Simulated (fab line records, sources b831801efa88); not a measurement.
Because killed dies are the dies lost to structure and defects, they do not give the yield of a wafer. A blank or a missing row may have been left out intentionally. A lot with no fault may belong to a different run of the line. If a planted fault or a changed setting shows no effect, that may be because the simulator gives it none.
Matching of chambers :: flow sky130 :: rie_diel-04 running SKY_VIA4_ETCH_12: 4 sister chambers
The step etches SiO2 in C4F8/O2/Ar, stops on TiN, target depth 580 nm. 4 wafers are shown with their chamber, then 12 later ones without.

== EACH WAFER AND ITS CHAMBER ==
wafer: L087.3
chamber: 0
oes_product_au (a.u.): 0.922

wafer: L087.4
chamber: 1
oes_product_au (a.u.): 0.928

wafer: L087.5
chamber: 3
oes_product_au (a.u.): 0.932

wafer: L087.6
chamber: 2
oes_product_au (a.u.): 0.926

== WAFERS MISSING THEIR CHAMBER ==
wafer: L088.2
oes_product_au (a.u.): 0.923

wafer: L088.4
oes_product_au (a.u.): 0.926

wafer: L088.6
oes_product_au (a.u.): 0.925

wafer: L093.3
oes_product_au (a.u.): 0.921

wafer: L093.4
oes_product_au (a.u.): 0.923

wafer: L093.5
oes_product_au (a.u.): 0.917

wafer: L094.2
oes_product_au (a.u.): 0.929

wafer: L094.4
oes_product_au (a.u.): 0.927

wafer: L094.5
oes_product_au (a.u.): 0.926

wafer: L097.2
oes_product_au (a.u.): 0.925

wafer: L097.4
oes_product_au (a.u.): 0.930

wafer: L097.6
oes_product_au (a.u.): 0.931

== WHICH CHAMBER EACH ONE RAN IN ==
wafer: L088.2
from the rows above: can't be placed: 0 or 2
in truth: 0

wafer: L088.4
from the rows above: can't be placed: 2 or 1
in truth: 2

wafer: L088.6
from the rows above: can't be placed: 2 or 0 or 1
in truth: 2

wafer: L093.3
from the rows above: 0
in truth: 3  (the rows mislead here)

wafer: L093.4
from the rows above: can't be placed: 0 or 2
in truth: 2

wafer: L093.5
from the rows above: 0
in truth: 0

wafer: L094.2
from the rows above: can't be placed: 1 or 2 or 3
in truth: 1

wafer: L094.4
from the rows above: can't be placed: 1 or 2
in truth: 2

wafer: L094.5
from the rows above: can't be placed: 2 or 1
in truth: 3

wafer: L097.2
from the rows above: can't be placed: 2 or 0 or 1
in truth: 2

wafer: L097.4
from the rows above: can't be placed: 1 or 3 or 2
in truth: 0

wafer: L097.6
from the rows above: can't be placed: 3 or 1
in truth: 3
Placed correctly: 1 of 12. From these rows, 10 cannot be placed; in 8 the true chamber is one of the candidates. 1 placed wrongly.
How it was worked out, from the rows above alone: a wafer's distance from a chamber is the root of the sum, over the readings, of the square of ((its reading less the chamber's mean) divided by the reading's scatter). The wafer belongs to the nearest chamber; if the next one is less than 2 further off, it can't be placed. For every chamber, the mean is computed from those of its wafers that are shown. The scatter (one wafer shown for each chamber): square how far every hidden wafer sits from the nearest shown wafer, average those squares and take the square root.
